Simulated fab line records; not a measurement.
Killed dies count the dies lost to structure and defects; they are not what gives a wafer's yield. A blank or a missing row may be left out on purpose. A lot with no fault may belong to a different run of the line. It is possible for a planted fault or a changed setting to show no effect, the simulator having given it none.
fab line records -- flow gf180mcu
record: lots: 13, wafers: 39, lastDay: 34
route steps=602 shown NWELL@52 LVPWELL@63 MVSD@73 PSD@256
lots untouched by any fault: they come from a run of this same line in which no faults occurred
startH: the number of hours between the record's first day and the start of the first shown wafer of the lot -- waitH: hours since the lot's step before -- " repeats the value in the row above -- L1.1+2: a single row standing in for several wafers -- - no value present, or no start provided -- * or withheld: withheld -- < > ~ a bound
route shown NAME@n: names a module that has steps shown in the file, with the first one's number in the route -- usual: mean/standard deviation of fault-free wafers -- same: alike in all rows -- chamber/n: place in a boat -- sites: each site's reading -- _std_site: standard deviation of those values -- _edge_site: inner sites' mean taken away from outer sites' mean -- radiusMm: how far each site lies from the wafer's centre -- mask NAME#n: copy n -- behind: the last tool/chamber to shape the wafer -- hold: cause of the lot's hold/its duration in hours/its outcome -- device: which transistor (n, p or np) failed to switch -- end of line: tests run on the same wafers once the route is complete -- for a step that has no rows: nothing shown but its recipe -- killed: at the first sort, the dies lost to defects and structure; wafer yield is something else -- map: shows each die of a wafer: x if killed, . if not, _ if none is there
set.NAME: the setting that was run; set.NAME@STEP: the one run at that earlier step -- model.NAME: the simulator's own value behind a step, which no gauge read
route steps across a sampled set of lots; one table per step, one row per wafer
services: the hour from which a tool's chamber was out of use, counted from the record's first day as startH (under 0 if before that day), plus the number of hours and why
== steps ==
step: GF_NWELL_STRIP_10
recipe: chemistry: O2/N2, powerW: 1400, pressureMtorr: 1500, platenTempC: 250, o2FlowSccm: 3000, n2FlowSccm: 300, overashFraction: 0.5
usual: drypumpMotorCurrentA: 5.9/0.45, heaterPowerW: 306/29, oesProductAu: 0.723/0.0043, stripTimeToEndpointS: 36.95/0.1
lot.wafer,tool,chamber,startH,waitH,drypumpMotorCurrentA,heaterPowerW,oesProductAu,rfHoursCounterH,stripTimeToEndpointS
L432.2,plasmaAsher-02,0,89.96,0.1,6.3,352,0.721,30,37.05
L432.5,plasmaAsher-02,1,89.96,0.1,6.6,280,0.717,-,37.01
L432.6,plasmaAsher-02,0,89.96,0.1,6.3,353,0.724,-,37.04
L433.2,plasmaAsher-03,0,91.51,0.1,5.6,281,0.728,43,36.95
L433.3,plasmaAsher-03,1,91.51,0.1,5.7,308,0.724,-,36.99
L433.6,plasmaAsher-03,1,91.51,0.1,5.7,297,0.713,-,37.00
L434.2,plasmaAsher-04,1,95.11,0.1,5.6,278,0.722,43,36.99
L434.3,plasmaAsher-04,1,95.11,0.1,5.6,286,0.718,-,37.01
L434.6,plasmaAsher-04,1,95.11,0.1,5.6,281,0.724,-,37.03
L435.2,plasmaAsher-03,1,99.71,0.1,5.6,299,0.720,44,36.85
L435.5,plasmaAsher-03,0,99.71,0.1,5.6,280,0.724,-,36.95
L435.6,plasmaAsher-03,1,99.71,0.1,5.6,302,0.726,-,36.92
L441.2,plasmaAsher-02,1,133.25,0.1,6.6,289,0.723,35,37.07
L441.4,plasmaAsher-02,1,133.25,0.1,6.6,286,0.729,-,37.05
L441.5,plasmaAsher-02,1,133.25,0.1,6.6,287,0.721,-,37.07
L442.1,plasmaAsher-04,0,137.90,0.1,5.5,318,0.729,2,36.84
L442.3,plasmaAsher-04,1,137.90,0.1,5.6,287,0.718,-,36.79
L442.6,plasmaAsher-04,1,137.90,0.1,5.6,280,0.726,-,36.78
L443.2,plasmaAsher-02,1,143.75,0.1,6.6,288,0.724,36,36.99
L443.3,plasmaAsher-02,0,143.75,0.1,6.3,361,0.734,-,37.04
L443.5,plasmaAsher-02,0,143.75,0.1,6.3,355,0.721,-,37.03
L444.1,plasmaAsher-04,0,148.30,0.1,5.5,320,0.722,3,36.83
L444.5,plasmaAsher-04,1,148.30,0.1,5.6,288,0.727,-,36.83
L444.6,plasmaAsher-04,0,148.30,0.1,5.5,317,0.725,-,36.95
L445.2,plasmaAsher-02,0,155.00,0.1,6.3,351,0.721,37,36.89
L445.4,plasmaAsher-02,1,155.00,0.1,6.6,284,0.721,-,36.89
L445.6,plasmaAsher-02,1,155.00,0.1,6.6,290,0.720,-,36.99
L446.1,plasmaAsher-02,1,162.16,0.1,6.6,279,0.717,38,37.17
L446.2,plasmaAsher-02,0,162.16,0.1,6.3,353,0.718,38,37.17
L446.6,plasmaAsher-02,0,162.16,0.1,6.3,352,0.727,-,37.16
L447.1,plasmaAsher-04,0,164.60,0.1,5.5,316,0.722,4,36.97
L447.4,plasmaAsher-04,0,164.60,0.1,5.5,312,0.724,-,36.94
L447.5,plasmaAsher-04,1,164.60,0.1,5.6,289,0.722,-,36.88
L449.2,plasmaAsher-02,0,175.61,0.1,6.3,360,0.721,39,37.06
L449.4,plasmaAsher-02,0,175.61,0.1,6.3,361,0.718,-,36.97
L449.5,plasmaAsher-02,0,175.61,0.1,6.3,358,0.728,-,37.08
L450.1,plasmaAsher-02,1,182.51,0.1,6.6,283,0.721,40,36.89
L450.2,plasmaAsher-02,0,182.51,0.1,6.3,357,0.716,40,37.05
L450.3,plasmaAsher-02,1,182.51,0.1,6.6,283,0.722,-,36.95
step: GF_LVPWELL_IMPLANT_09
recipe: species: B, energyKev: 60, doseCm2: 5e+12, tiltDeg: 0
usual: doseIonsCm2: 5e+12/5.8e+09, faradayCurrentUA: 28.2/0.54
lot.wafer,tool,chamber,startH,waitH,doseIonsCm2,faradayCurrentUA
L432.2,implanter-01,0,104.13,0.1,5.004e+12,27.8
L432.5,implanter-01,0,104.13,0.1,5.007e+12,27.6
L432.6,implanter-01,0,104.13,0.1,5.012e+12,29.3
L433.2,implanter-04,0,105.58,0.1,4.88e+11,2.9
L433.3,implanter-04,0,105.58,0.1,4.93e+11,2.8
L433.6,implanter-04,0,105.58,0.1,4.97e+11,2.8
L434.2,implanter-04,0,109.80,0.1,4.85e+11,2.8
L434.3,implanter-04,0,109.80,0.1,4.94e+11,2.9
L434.6,implanter-04,0,109.80,0.1,4.85e+11,2.7
L435.2,implanter-04,0,114.88,0.1,5.08e+11,2.8
L435.5,implanter-04,0,114.88,0.1,5.02e+11,2.8
L435.6,implanter-04,0,114.88,0.1,5.03e+11,2.9
L441.2,implanter-02,0,148.80,0.1,4.997e+12,28.6
L441.4,implanter-02,0,148.80,0.1,4.991e+12,28.4
L441.5,implanter-02,0,148.80,0.1,5.001e+12,27.9
L442.1,implanter-02,0,154.02,0.1,4.996e+12,28.5
L442.3,implanter-02,0,154.02,0.1,4.998e+12,28.7
L442.6,implanter-02,0,154.02,0.1,5.002e+12,27.2
L443.2,implanter-02,0,159.68,0.1,5.006e+12,28.0
L443.3,implanter-02,0,159.68,0.1,5.002e+12,28.1
L443.5,implanter-02,0,159.68,0.1,5.005e+12,28.1
L444.1,implanter-02,0,164.10,0.1,5.001e+12,27.7
L444.5,implanter-02,0,164.10,0.1,4.998e+12,28.4
L444.6,implanter-02,0,164.10,0.1,5.003e+12,28.3
L445.2,implanter-02,0,171.95,0.1,5.003e+12,27.9
L445.4,implanter-02,0,171.95,0.1,5.005e+12,27.9
L445.6,implanter-02,0,171.95,0.1,4.998e+12,28.7
L446.1,implanter-04,0,178.21,0.1,5e+12,28.3
L446.2,implanter-04,0,178.21,0.1,4.993e+12,27.9
L446.6,implanter-04,0,178.21,0.1,5.003e+12,28.7
L447.1,implanter-02,0,181.52,0.1,4.995e+12,28.2
L447.4,implanter-02,0,181.52,0.1,5.002e+12,27.9
L447.5,implanter-02,0,181.52,0.1,4.994e+12,27.5
L449.2,implanter-01,0,193.48,0.1,5.003e+12,27.8
L449.4,implanter-01,0,193.48,0.1,4.994e+12,29.1
L449.5,implanter-01,0,193.48,0.1,4.992e+12,28.8
L450.1,implanter-04,0,200.02,0.1,5.001e+12,28.0
L450.2,implanter-04,0,200.02,0.1,4.995e+12,28.5
L450.3,implanter-04,0,200.02,0.1,5.005e+12,28.7
step: GF_LVPWELL_TW_MEAS_11
usual: LVPWELL_TW: 556/4
lot.wafer,tool,chamber,startH,waitH,LVPWELL_TW
L432.2,filmMetro-03,-,104.37,0.1,558
L432.5,filmMetro-03,-,104.37,0.1,558
L432.6,filmMetro-03,-,104.37,0.1,559
L433.2,filmMetro-04,-,105.82,0.1,518
L433.3,filmMetro-04,-,105.82,0.1,523
L433.6,filmMetro-04,-,105.82,0.1,520
L434.2,filmMetro-01,-,110.03,0.1,519
L434.3,filmMetro-01,-,110.03,0.1,520
L434.6,filmMetro-01,-,110.03,0.1,520
L435.2,filmMetro-03,-,115.11,0.1,528
L435.5,filmMetro-03,-,115.11,0.1,528
L435.6,filmMetro-03,-,115.11,0.1,528
L441.2,filmMetro-04,-,149.03,0.1,550
L441.4,filmMetro-04,-,149.03,0.1,552
L441.5,filmMetro-04,-,149.03,0.1,551
L442.1,filmMetro-03,-,154.27,0.1,558
L442.3,filmMetro-03,-,154.27,0.1,560
L442.6,filmMetro-03,-,154.27,0.1,559
L443.2,filmMetro-04,-,159.92,0.1,552
L443.3,filmMetro-04,-,159.92,0.1,552
L443.5,filmMetro-04,-,159.92,0.1,555
L444.1,filmMetro-01,-,164.35,0.1,554
L444.5,filmMetro-01,-,164.35,0.1,552
L444.6,filmMetro-01,-,164.35,0.1,554
L445.2,filmMetro-03,-,172.18,0.1,557
L445.4,filmMetro-03,-,172.18,0.1,561
L445.6,filmMetro-03,-,172.18,0.1,558
L446.1,filmMetro-01,-,178.46,0.1,551
L446.2,filmMetro-01,-,178.46,0.1,553
L446.6,filmMetro-01,-,178.46,0.1,554
L447.1,filmMetro-03,-,181.77,0.1,557
L447.4,filmMetro-03,-,181.77,0.1,558
L447.5,filmMetro-03,-,181.77,0.1,557
L449.2,filmMetro-03,-,193.72,0.1,559
L449.4,filmMetro-03,-,193.72,0.1,558
L449.5,filmMetro-03,-,193.72,0.1,556
L450.1,filmMetro-03,-,200.27,0.1,559
L450.2,filmMetro-03,-,200.27,0.1,558
L450.3,filmMetro-03,-,200.27,0.1,559
step: GF_MVSD_OVL_MEAS_07
usual: MVSD_OVL: 1.0/1.2
lot.wafer,tool,chamber,startH,waitH,MVSD_OVL[nm]
L432.2,overlay-02,-,118.58,-,0.7
L432.5,overlay-02,-,118.58,-,2.2
L432.6,overlay-02,-,118.58,-,4.8
L433.2,overlay-01,-,120.53,-,1.1
L433.3,overlay-01,-,120.53,-,1.0
L433.6,overlay-01,-,120.53,-,1.7
L434.2,overlay-01,-,124.53,-,-0.1
L434.3,overlay-01,-,124.53,-,0.6
L434.6,overlay-01,-,124.53,-,0.4
L435.2,overlay-01,-,130.33,-,1.7
L435.5,overlay-01,-,130.33,-,1.3
L435.6,overlay-01,-,130.33,-,0.9
L441.2,overlay-01,-,164.78,-,0.9
L441.4,overlay-01,-,164.78,-,0.7
L441.5,overlay-01,-,164.78,-,1.6
L442.1,overlay-01,-,170.03,-,0.3
L442.3,overlay-01,-,170.03,-,1.1
L442.6,overlay-01,-,170.03,-,0.9
L443.2,overlay-01,-,175.99,-,1.2
L443.3,overlay-01,-,175.99,-,2.0
L443.5,overlay-01,-,175.99,-,1.5
L444.1,overlay-02,-,180.92,-,3.9
L444.5,overlay-02,-,180.92,-,0.9
L444.6,overlay-02,-,180.92,-,0.7
L445.2,overlay-01,-,189.24,-,0.6
L445.4,overlay-01,-,189.24,-,2.1
L445.6,overlay-01,-,189.24,-,1.5
L446.1,overlay-01,-,195.43,-,0.5
L446.2,overlay-01,-,195.43,-,2.1
L446.6,overlay-01,-,195.43,-,0.2
L447.1,overlay-01,-,199.48,-,-0.7
L447.4,overlay-01,-,199.48,-,0.7
L447.5,overlay-01,-,199.48,-,-0.6
L449.2,overlay-01,-,211.14,-,-1.5
L449.4,overlay-01,-,211.14,-,1.9
L449.5,overlay-01,-,211.14,-,-0.5
L450.1,overlay-02,-,218.12,-,-0.4
L450.2,overlay-02,-,218.12,-,0.0
L450.3,overlay-02,-,218.12,-,-0.1
step: GF_VT_IMPLANT_RS_MEAS_48
recipe: thkMeasGauge: four-point-probe
usual: LVPWELL_RS: 1220.7/3
lot.wafer,tool,chamber,startH,waitH,LVPWELL_RS[ohm/sq]
L432.2,filmMetro-01,-,200.53,0.1,1227.0
L432.5,filmMetro-01,-,200.53,0.1,1226.8
L432.6,filmMetro-01,-,200.53,0.1,1227.8
L433.2,filmMetro-04,-,203.52,0.1,1520.3
L433.3,filmMetro-04,-,203.52,0.1,1528.6
L433.6,filmMetro-04,-,203.52,0.1,1531.4
L434.2,filmMetro-03,-,207.77,0.1,1524.3
L434.3,filmMetro-03,-,207.77,0.1,1528.9
L434.6,filmMetro-03,-,207.77,0.1,1522.7
L435.2,filmMetro-03,-,216.03,0.1,1522.2
L435.5,filmMetro-03,-,216.03,0.1,1520.7
L435.6,filmMetro-03,-,216.03,0.1,1527.5
L441.2,filmMetro-04,-,255.98,0.1,1214.9
L441.4,filmMetro-04,-,255.98,0.1,1216.7
L441.5,filmMetro-04,-,255.98,0.1,1220.3
L442.1,filmMetro-03,-,260.66,0.1,1219.9
L442.3,filmMetro-03,-,260.66,0.1,1220.4
L442.6,filmMetro-03,-,260.66,0.1,1216.9
L443.2,filmMetro-04,-,268.98,0.1,1220.4
L443.3,filmMetro-04,-,268.98,0.1,1215.7
L443.5,filmMetro-04,-,268.98,0.1,1217.8
L444.1,filmMetro-03,-,274.21,0.1,1215.9
L444.5,filmMetro-03,-,274.21,0.1,1219.4
L444.6,filmMetro-03,-,274.21,0.1,1216.4
L445.2,filmMetro-01,-,282.93,0.1,1216.9
L445.4,filmMetro-01,-,282.93,0.1,1216.2
L445.6,filmMetro-01,-,282.93,0.1,1217.1
L446.1,filmMetro-03,-,290.76,0.1,1219.9
L446.2,filmMetro-03,-,290.76,0.1,1219.3
L446.6,filmMetro-03,-,290.76,0.1,1215.0
L447.1,filmMetro-01,-,295.21,0.1,1220.4
L447.4,filmMetro-01,-,295.21,0.1,1216.4
L447.5,filmMetro-01,-,295.21,0.1,1220.8
L449.2,filmMetro-04,-,309.73,0.1,1224.2
L449.4,filmMetro-04,-,309.73,0.1,1224.4
L449.5,filmMetro-04,-,309.73,0.1,1222.1
L450.1,filmMetro-04,-,317.87,0.1,1218.4
L450.2,filmMetro-04,-,317.87,0.1,1221.6
L450.3,filmMetro-04,-,317.87,0.1,1220.7
step: GF_PSD_OVL_MEAS_08
usual: PSD_OVL: -0.1/1.5
lot.wafer,tool,chamber,startH,waitH,PSD_OVL[nm]
L432.2,overlay-01,-,374.24,0.1,0.1
L432.5,overlay-01,-,374.24,0.1,-1.9
L432.6,overlay-01,-,374.24,0.1,0.1
L433.2,overlay-02,-,380.24,0.1,4.3
L433.3,overlay-02,-,380.24,0.1,2.3
L433.6,overlay-02,-,380.24,0.1,0.6
L434.2,overlay-01,-,382.55,0.1,1.1
L434.3,overlay-01,-,382.55,0.1,1.6
L434.6,overlay-01,-,382.55,0.1,0.0
L435.2,overlay-01,-,392.86,0.1,-0.5
L435.5,overlay-01,-,392.86,0.1,-2.3
L435.6,overlay-01,-,392.86,0.1,-2.4
L441.2,overlay-02,-,441.94,0.1,2.0
L441.4,overlay-02,-,441.94,0.1,0.3
L441.5,overlay-02,-,441.94,0.1,2.1
L442.1,overlay-01,-,450.30,0.1,1.6
L442.3,overlay-01,-,450.30,0.1,0.8
L442.6,overlay-01,-,450.30,0.1,2.1
L443.2,overlay-02,-,459.15,0.1,-2.8
L443.3,overlay-02,-,459.15,0.1,-1.6
L443.5,overlay-02,-,459.15,0.1,-0.3
L444.1,overlay-02,-,467.63,0.1,4.4
L444.5,overlay-02,-,467.63,0.1,0.9
L444.6,overlay-02,-,467.63,0.1,1.1
L445.2,overlay-02,-,473.94,0.1,-2.1
L445.4,overlay-02,-,473.94,0.1,0.5
L445.6,overlay-02,-,473.94,0.1,0.3
L446.1,overlay-02,-,483.84,0.1,-0.1
L446.2,overlay-02,-,483.84,0.1,-0.7
L446.6,overlay-02,-,483.84,0.1,-0.8
L447.1,overlay-01,-,491.45,0.1,1.1
L447.4,overlay-01,-,491.45,0.1,0.9
L447.5,overlay-01,-,491.45,0.1,1.3
L449.2,overlay-02,-,507.44,0.1,0.6
L449.4,overlay-02,-,507.44,0.1,-1.5
L449.5,overlay-02,-,507.44,0.1,-1.9
L450.1,overlay-01,-,516.39,0.1,-1.9
L450.2,overlay-01,-,516.39,0.1,-1.7
L450.3,overlay-01,-,516.39,0.1,-0.7
== services ==
tool,chamber,startH,hours,kind
plasmaAsher-02,-,84.97,2.8,pm
plasmaAsher-04,-,108.75,9.0,pm
plasmaAsher-04,0,108.75,9.0,ventCycle
plasmaAsher-04,1,108.75,9.0,ventCycle
plasmaAsher-02,-,114.58,1.0,repair
plasmaAsher-04,0,117.75,-,clean
plasmaAsher-04,1,117.75,-,clean
implanter-01,-,123.72,1.8,repair
== key ==
firstSign: step: GF_LVPWELL_IMPLANT_09, reading: doseIonsCm2, direction: down, sigmas: 99+, usual: 5e+12, struck: 4.95e+11
effect: step: GF_LVPWELL_IMPLANT_09, reading: faradayCurrentUA, direction: down, sigmas: 47, usual: 28.2, struck: 2.8
effect: step: GF_LVPWELL_TW_MEAS_11, reading: LVPWELL_TW, direction: down, sigmas: 8.5, usual: 556, struck: 523
effect: step: GF_VT_IMPLANT_RS_MEAS_48, reading: LVPWELL_RS, direction: up, sigmas: 99+, usual: 1220.7, struck: 1525.2
metAt GF_LVPWELL_IMPLANT_09
struckLots L433,L434,L435
testerLeftOut L433,L434,L435
notActingAt GF_NWELL_STRIP_10,GF_MVSD_OVL_MEAS_07,GF_PSD_OVL_MEAS_08
fault: kind: processParameterDrift, tool: implanter-04, chamber: -, onsetH: 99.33, steps: GF_LVPWELL_IMPLANT_09, channel: doseCm2, offset: -4.5e+12, shape: step, endH: 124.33, actsIn: theseRecipesOnly, stated: 5e+12
testerLeftOut: of these lots the tester's yield and bins aren't shown, on N5 and GAA mostly nor the transistor test; their killed dies are dies lost to structure and defects alone, not to doping, threshold or leakage, so they don't give the yield
